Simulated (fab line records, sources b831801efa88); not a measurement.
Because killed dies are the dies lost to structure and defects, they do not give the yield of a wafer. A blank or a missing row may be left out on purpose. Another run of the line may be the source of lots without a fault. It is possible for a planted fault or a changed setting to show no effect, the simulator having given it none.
Which tool was responsible? :: flow gf180mcu :: 14 lots with 42 wafers sampled at 3 steps, on a route of 602 steps

## WHAT EACH GAUGE READ, for each wafer
GF_V5_THK_MEAS_01. Usual: for V5_CVD_00_THK the level is 299 nm and the standard deviation is 4.6.
lot: L995
measured: day 26 20:44
on: film-metro-02
V5_CVD_00_THK (nm): 293 295 304
flag: 

lot: L996
measured: day 26 22:11
on: film-metro-04
V5_CVD_00_THK (nm): 296 302 306
flag: 

lot: L997
measured: day 27 00:19
on: film-metro-04
V5_CVD_00_THK (nm): 293 300 297
flag: 

lot: L998
measured: day 27 15:50
on: film-metro-04
V5_CVD_00_THK (nm): 308 299 302
flag: 

lot: L999
measured: day 28 00:48
on: film-metro-02
V5_CVD_00_THK (nm): 296 306 296
flag: 

lot: L100
measured: day 28 16:05
on: film-metro-04
V5_CVD_00_THK (nm): 297 292 302
flag: 

lot: L101
measured: day 28 16:55
on: film-metro-04
V5_CVD_00_THK (nm): 300 296 305
flag: 

lot: L102
measured: day 28 19:38
on: film-metro-01
V5_CVD_00_THK (nm): 294 299 298
flag: 

lot: L106
measured: day 29 17:21
on: film-metro-01
V5_CVD_00_THK (nm): 297 290 291
flag: 

lot: L108
measured: day 30 12:36
on: film-metro-02
V5_CVD_00_THK (nm): 301 300 303
flag: 

lot: L114
measured: day 32 02:26
on: film-metro-04
V5_CVD_00_THK (nm): 299 306 299
flag: 

lot: L115
measured: day 32 04:50
on: film-metro-02
V5_CVD_00_THK (nm): 298 306 300
flag: 

lot: L117
measured: day 32 14:40
on: film-metro-02
V5_CVD_00_THK (nm): 309 297 301
flag: 

lot: L118
measured: day 33 00:43
on: film-metro-01
V5_CVD_00_THK (nm): 296 298 294
flag: 

GF_V5_THK_MEAS_03. Usual: for V5_CVD_02_THK the level is 1447 nm and the standard deviation is 21.
lot: L995
measured: day 26 20:53
on: film-metro-02
V5_CVD_02_THK (nm): 1458 1467 1460
flag: 

lot: L996
measured: day 26 22:21
on: film-metro-02
V5_CVD_02_THK (nm): 1429 1455 1473
flag: 

lot: L997
measured: day 27 00:29
on: film-metro-02
V5_CVD_02_THK (nm): 1432 1452 1477
flag: 

lot: L998
measured: day 27 16:00
on: film-metro-04
V5_CVD_02_THK (nm): 1467 1434 1445
flag: 

lot: L999
measured: day 28 00:58
on: film-metro-01
V5_CVD_02_THK (nm): 1394 1439 1426
flag: 

lot: L100
measured: day 28 16:15
on: film-metro-02
V5_CVD_02_THK (nm): 1406 1458 1438
flag: 

lot: L101
measured: day 28 17:05
on: film-metro-01
V5_CVD_02_THK (nm): 1444 1444 1489
flag: 

lot: L102
measured: day 28 19:49
on: film-metro-02
V5_CVD_02_THK (nm): 1460 1461 1443
flag: 

lot: L106
measured: day 29 17:31
on: film-metro-02
V5_CVD_02_THK (nm): 1443 1445 1457
flag: 

lot: L108
measured: day 30 12:46
on: film-metro-04
V5_CVD_02_THK (nm): 1430 1447 1443
flag: 

lot: L114
measured: day 32 02:37
on: film-metro-04
V5_CVD_02_THK (nm): 1426 1445 1460
flag: 

lot: L115
measured: day 32 05:00
on: film-metro-02
V5_CVD_02_THK (nm): 1426 1482 1462
flag: 

lot: L117
measured: day 32 14:50
on: film-metro-04
V5_CVD_02_THK (nm): 1437 1456 1467
flag: 

lot: L118
measured: day 33 00:53
on: film-metro-02
V5_CVD_02_THK (nm): 1433 1447 1458
flag: 

## TOOL THAT RAN EACH LOT (tool first, then ch and the chambers of the sampled wafers, then the start)
lot: L995
GF_NSD_STRIP_11: plasma-asher-01 ch 0,1, day 13 11:26

lot: L996
GF_NSD_STRIP_11: plasma-asher-04 ch 0,1, day 13 15:43

lot: L997
GF_NSD_STRIP_11: plasma-asher-01 ch 0, day 13 23:48

lot: L998
GF_NSD_STRIP_11: plasma-asher-04 ch 0,1, day 14 16:32

lot: L999
GF_NSD_STRIP_11: plasma-asher-04 ch 0,1, day 15 01:48

lot: L100
GF_NSD_STRIP_11: plasma-asher-01 ch 0,1, day 15 05:27

lot: L101
GF_NSD_STRIP_11: plasma-asher-04 ch 0, day 15 09:52

lot: L102
GF_NSD_STRIP_11: plasma-asher-04 ch 0,1, day 15 23:01

lot: L106
GF_NSD_STRIP_11: plasma-asher-04 ch 0,1, day 17 01:24

lot: L108
GF_NSD_STRIP_11: plasma-asher-04 ch 0,1, day 17 21:43

lot: L114
GF_NSD_STRIP_11: plasma-asher-02 ch 0,1, day 19 23:07

lot: L115
GF_NSD_STRIP_11: plasma-asher-02 ch 0,1, day 20 05:40

lot: L117
GF_NSD_STRIP_11: plasma-asher-04 ch 0,1, day 20 21:20

lot: L118
GF_NSD_STRIP_11: plasma-asher-01 ch 0,1, day 21 11:15
- GF_NSD_STRIP_11: strips in O2/N2.

## AS READ BY THE TOOLS THEMSELVES (means over the sampled wafers that have a number; for cases with no such wafer, the mark the record gives instead)
GF_NSD_STRIP_11. Usual: drypump-motor-current-A 6.0 A, standard deviation 0.51; heater-power-w 343 W, standard deviation 27; oes-product-au 0.487 a.u., standard deviation 0.0044; strip-time-to-endpoint-s 22.96 s, standard deviation 0.037.
lot: L995
tool: plasma-asher-01
drypump-motor-current-A (A): 6.1
heater-power-w (W): 317
oes-product-au (a.u.): 0.490
strip-time-to-endpoint-s (s): 23.00
flag: 

lot: L996
tool: plasma-asher-04
drypump-motor-current-A (A): 5.8
heater-power-w (W): 355
oes-product-au (a.u.): 0.486
strip-time-to-endpoint-s (s): 22.94
flag: 

lot: L997
tool: plasma-asher-01
drypump-motor-current-A (A): 6.8
heater-power-w (W): 350
oes-product-au (a.u.): 0.483
strip-time-to-endpoint-s (s): 22.93
flag: 

lot: L998
tool: plasma-asher-04
drypump-motor-current-A (A): 6.1
heater-power-w (W): 357
oes-product-au (a.u.): 0.480
strip-time-to-endpoint-s (s): 22.94
flag: 

lot: L999
tool: plasma-asher-04
drypump-motor-current-A (A): 6.1
heater-power-w (W): 358
oes-product-au (a.u.): 0.487
strip-time-to-endpoint-s (s): 22.90
flag: 

lot: L100
tool: plasma-asher-01
drypump-motor-current-A (A): 6.4
heater-power-w (W): 333
oes-product-au (a.u.): 0.488
strip-time-to-endpoint-s (s): 22.94
flag: 

lot: L101
tool: plasma-asher-04
drypump-motor-current-A (A): 5.5
heater-power-w (W): 352
oes-product-au (a.u.): 0.485
strip-time-to-endpoint-s (s): 22.91
flag: 

lot: L102
tool: plasma-asher-04
drypump-motor-current-A (A): 5.8
heater-power-w (W): 352
oes-product-au (a.u.): 0.486
strip-time-to-endpoint-s (s): 22.97
flag: 

lot: L106
tool: plasma-asher-04
drypump-motor-current-A (A): 5.8
heater-power-w (W): 350
oes-product-au (a.u.): 0.490
strip-time-to-endpoint-s (s): 23.01
flag: 

lot: L108
tool: plasma-asher-04
drypump-motor-current-A (A): 6.1
heater-power-w (W): 361
oes-product-au (a.u.): 0.491
strip-time-to-endpoint-s (s): 22.97
flag: 

lot: L114
tool: plasma-asher-02
drypump-motor-current-A (A): 5.7
heater-power-w (W): 345
oes-product-au (a.u.): 0.483
strip-time-to-endpoint-s (s): 22.98
flag: 

lot: L115
tool: plasma-asher-02
drypump-motor-current-A (A): 5.6
heater-power-w (W): 357
oes-product-au (a.u.): 0.490
strip-time-to-endpoint-s (s): 22.90
flag: 

lot: L117
tool: plasma-asher-04
drypump-motor-current-A (A): 6.0
heater-power-w (W): 358
oes-product-au (a.u.): 0.485
strip-time-to-endpoint-s (s): 23.01
flag: 

lot: L118
tool: plasma-asher-01
drypump-motor-current-A (A): 6.1
heater-power-w (W): 312
oes-product-au (a.u.): 0.490
strip-time-to-endpoint-s (s): 23.03
flag: 

## THE ANSWER, worked out from the rows above alone
Rule: a lot is off if the mean of its wafers that have a number lies more than 3 standard deviations from the usual mean. A lot without any number at a reading at which 4 lots or more have one is off too. Where the step has rows for the other lots, those lots are counted as sound. Order of review: gauges by route order, followed by the tools' own readings, for which a lot's mean as printed above is used. The first step at which some lot is off is used, and at that step the reading that is off furthest; a lot without a number counts as furthest.
Across all readings shown, no lot is off: no conclusion can be drawn from this.

## WHAT WAS PUT IN BY THE SIMULATOR
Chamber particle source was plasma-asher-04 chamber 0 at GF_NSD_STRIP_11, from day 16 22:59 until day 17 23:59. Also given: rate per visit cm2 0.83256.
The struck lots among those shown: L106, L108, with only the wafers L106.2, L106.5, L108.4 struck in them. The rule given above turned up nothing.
